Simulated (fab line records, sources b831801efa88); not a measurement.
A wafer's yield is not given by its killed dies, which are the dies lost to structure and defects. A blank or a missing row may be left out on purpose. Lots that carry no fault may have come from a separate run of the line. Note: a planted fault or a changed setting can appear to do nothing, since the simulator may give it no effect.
Chamber matching / flow gf180mcu / GF_STI_CMP_25 on cmp-01: 4 sister chambers
The step polishes, stops on Si3N4, t overpolish 33 s, target thk 524.6 nm. 16 wafers are shown with their chamber, then 8 later ones without.

## WAFERS, EACH WITH ITS CHAMBER
wafer=L953.2; chamber=1; motor current A (A)=11.9; time to endpoint s (s)=120; overpolish run s (s)=33.000
wafer=L953.3; chamber=0; motor current A (A)=13.1; time to endpoint s (s)=120; overpolish run s (s)=32.999
wafer=L953.5; chamber=0; motor current A (A)=12.8; time to endpoint s (s)=128; overpolish run s (s)=32.996
wafer=L955.2; chamber=2; motor current A (A)=10.2; time to endpoint s (s)=119; overpolish run s (s)=33.009
wafer=L955.5; chamber=0; motor current A (A)=13.0; time to endpoint s (s)=122; overpolish run s (s)=33.003
wafer=L955.6; chamber=3; motor current A (A)=10.8; time to endpoint s (s)=121; overpolish run s (s)=32.994
wafer=L958.2; chamber=3; motor current A (A)=11.6; time to endpoint s (s)=118; overpolish run s (s)=33.003
wafer=L958.5; chamber=2; motor current A (A)=10.0; time to endpoint s (s)=115; overpolish run s (s)=33.005
wafer=L958.6; chamber=1; motor current A (A)=11.4; time to endpoint s (s)=119; overpolish run s (s)=33.022
wafer=L959.1; chamber=3; motor current A (A)=10.8; time to endpoint s (s)=116; overpolish run s (s)=33.015
wafer=L959.3; chamber=2; motor current A (A)=10.3; time to endpoint s (s)=114; overpolish run s (s)=32.985
wafer=L959.6; chamber=3; motor current A (A)=11.0; time to endpoint s (s)=117; overpolish run s (s)=32.999
wafer=L961.1; chamber=2; motor current A (A)=9.8; time to endpoint s (s)=112; overpolish run s (s)=33.005
wafer=L961.2; chamber=0; motor current A (A)=13.1; time to endpoint s (s)=121; overpolish run s (s)=32.990
wafer=L961.5; chamber=0; motor current A (A)=13.3; time to endpoint s (s)=121; overpolish run s (s)=32.995
wafer=L963.2; chamber=1; motor current A (A)=11.8; time to endpoint s (s)=118; overpolish run s (s)=32.987

SIGNATURES (averages over the wafers above)
reading=motor current A; chamber 0=13.060; chamber 1=11.700; chamber 2=10.075; chamber 3=11.050; scatter within a chamber=0.266
reading=time to endpoint s; chamber 0=122.40; chamber 1=119.00; chamber 2=115.00; chamber 3=118.00; scatter within a chamber=2.63
reading=overpolish run s; chamber 0=32.99660; chamber 1=33.00300; chamber 2=33.00100; chamber 3=33.00275; scatter within a chamber=0.0105
Rule: distance of a wafer from a chamber = root of the sum over the readings of ((wafer's reading minus chamber's mean) / reading's scatter) squared. The wafer belongs to the nearest chamber; if the next one is less than 2 further off, it can't be placed. The scatter: take each reading less its chamber's mean, square it, sum over the shown wafers, divide by the number of wafers less the number of chambers, and take the root.

## WAFERS WITH NO CHAMBER GIVEN
wafer=L963.4; motor current A (A)=9.9; time to endpoint s (s)=117; overpolish run s (s)=33.000
wafer=L963.5; motor current A (A)=11.8; time to endpoint s (s)=116; overpolish run s (s)=32.993
wafer=L965.1; motor current A (A)=10.0; time to endpoint s (s)=119; overpolish run s (s)=32.990
wafer=L965.3; motor current A (A)=11.9; time to endpoint s (s)=117; overpolish run s (s)=32.986
wafer=L965.6; motor current A (A)=11.7; time to endpoint s (s)=123; overpolish run s (s)=32.989
wafer=L970.1; motor current A (A)=12.8; time to endpoint s (s)=121; overpolish run s (s)=33.019
wafer=L970.4; motor current A (A)=11.3; time to endpoint s (s)=118; overpolish run s (s)=33.012
wafer=L970.5; motor current A (A)=9.9; time to endpoint s (s)=117; overpolish run s (s)=32.991

## THE CHAMBER EACH PASSED THROUGH
wafer=L963.4; from the rows above=2; in truth=2
wafer=L963.5; from the rows above=can't be placed: 1 or 3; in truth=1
wafer=L965.1; from the rows above=2; in truth=2
wafer=L965.3; from the rows above=can't be placed: 1 or 3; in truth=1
wafer=L965.6; from the rows above=can't be placed: 1 or 3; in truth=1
wafer=L970.1; from the rows above=0; in truth=0
wafer=L970.4; from the rows above=can't be placed: 3 or 1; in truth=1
wafer=L970.5; from the rows above=2; in truth=2
4 of 8 placed correctly. Not placeable from these rows: 4 (in 4, the candidates include the true chamber). Placed wrongly: 0.
